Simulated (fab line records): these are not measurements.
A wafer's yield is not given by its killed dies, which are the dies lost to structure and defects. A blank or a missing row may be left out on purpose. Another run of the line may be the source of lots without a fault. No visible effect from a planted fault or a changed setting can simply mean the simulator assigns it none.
Which tool did it? ; flow sky130 ; 14 lots with 42 wafers sampled at 3 steps, on a route of 708 steps

== WHAT EACH GAUGE READ, for each wafer ==
SKY_SD_P_OVL_MEAS_08.
lot;measured;on;SD_P_OVL (nm)
L936;day 25 06:55;overlay-02;-0.3 -1.7 -1.1
L937;day 26 04:51;overlay-01;-0.4 -0.5 -1.0
L939;day 26 22:14;overlay-02;-0.3 -1.8 -1.6
L940;day 27 04:30;overlay-02;-2.3 -2.4 -3.5
L941;day 27 11:42;overlay-02;0.3 0.1 1.9
L942;day 27 19:35;overlay-01;-0.5 -0.5 -1.9
L946;day 29 12:01;overlay-02;-2.3 -2.0 -0.5
L954;day 31 19:12;overlay-02;0.1 2.7 1.6
L955;day 32 07:11;overlay-01;-2.6 -2.4 -1.3
L956;day 32 11:12;overlay-02;-2.3 -1.4 -0.8
L958;day 32 14:41;overlay-01;0.7 1.3 2.1
L959;day 33 07:32;overlay-02;-0.6 0.1 -1.5

SKY_CONTACT_THK_MEAS_26: measures by xrf.
lot;measured;on;CONTACT_W_THK (nm)
L936;day 31 11:17;film-metro-02;347 346 337
L937;day 32 08:21;film-metro-04;338 335 337
L939;day 33 00:56;film-metro-03;335 335 335
L940;day 33 04:35;film-metro-02;357 351 356
L941;day 33 13:43;film-metro-02;345 339 346
L942;day 33 19:19;film-metro-04;346 349 330
L946;day 35 09:55;film-metro-04;337 341 347
L954;day 37 12:36;film-metro-02;350 353 352
L955;day 38 00:08;film-metro-04;338 340 336
L956;day 38 01:56;film-metro-04;348 342 333
L958;day 38 05:40;film-metro-02;346 343 349
L959;day 38 23:02;film-metro-02;338 339 348

== WHAT TOOL EACH LOT RAN ON (gives the tool, then ch and the chambers of the sampled wafers, and finally the start) ==
lot;SKY_GATE_OXIDE_OXIDATION_01
L936;furnace-01 ch 0, day 12 14:19
L937;furnace-02 ch 0, day 12 23:23
L939;furnace-02 ch 0, day 13 23:01
L940;furnace-02 ch 0, day 14 06:45
L941;furnace-02 ch 0, day 14 12:11
L942;furnace-01 ch 0, day 14 17:32
L944;furnace-02, day 15 17:27
L945;furnace-01, day 15 23:04
L946;furnace-01 ch 0, day 16 08:43
L954;furnace-01 ch 0, day 18 23:19
L955;furnace-02 ch 0, day 19 06:36
L956;furnace-02 ch 0, day 19 15:50
L958;furnace-02 ch 0, day 19 22:38
L959;furnace-02 ch 0, day 20 15:11
- SKY_GATE_OXIDE_OXIDATION_01: stabilise 600 s, purge 300 s, target thk 10.268 nm.

== WHAT THE TOOLS THEMSELVES READ (means of the sampled wafers that have a number; where no wafer has one, the mark that the record gives instead) ==
SKY_GATE_OXIDE_OXIDATION_01.
lot;tool;ox-temp-c (C);ox-temp-c-max;zone-power-bottom-pct (%)
L936;furnace-01;900.6;906.4;26.3
L937;furnace-02;900.2;907.7;31.7
L939;furnace-02;899.7;906.2;31.6
L940;furnace-02;900.0;906.8;31.7
L941;furnace-02;900.0;906.4;31.5
L942;furnace-01;899.7;904.5;26.3
L944;furnace-02;-;-;-
L945;furnace-01;-;-;-
L946;furnace-01;900.2;904.9;26.3
L954;furnace-01;899.7;905.2;26.4
L955;furnace-02;899.9;906.8;31.6
L956;furnace-02;900.1;908.0;31.7
L958;furnace-02;900.3;907.2;31.6
L959;furnace-02;899.7;906.9;31.5

== THE ANSWER, worked out from the rows above alone ==
Rule: what is usual is taken from the lots themselves. Put in order of their means at a reading, lots are off if they are a third of the lots or fewer, leave a main group of 4 or more, and stand apart from it by a gap of 3 or more times the standard deviation of the main group's means; of several such gaps the widest counts. If all means in a main group match to the digits the tables above print for the reading, that group is not used. Also off: a lot with no number at a reading for which 4 or more lots have one. The other lots that the step has rows for count as sound. The gauges are gone through in route order, then the tools' own readings, and for those a lot's mean is taken as printed above. At the first step where some lot is off, the reading lying furthest off is the one used; lots without a number count as furthest.
Off, at SKY_GATE_OXIDE_OXIDATION_01 on ox-temp-c: L944, L945. Without a number there: L944, L945. Main group: mean 900.0 C, sd 0.28.
A tool fits if, at that step or a process step before it, it ran every lot that is off, and no sound lot after the first of them. None of those tried fits.

== WHAT HAD BEEN PUT IN BY THE SIMULATOR ==
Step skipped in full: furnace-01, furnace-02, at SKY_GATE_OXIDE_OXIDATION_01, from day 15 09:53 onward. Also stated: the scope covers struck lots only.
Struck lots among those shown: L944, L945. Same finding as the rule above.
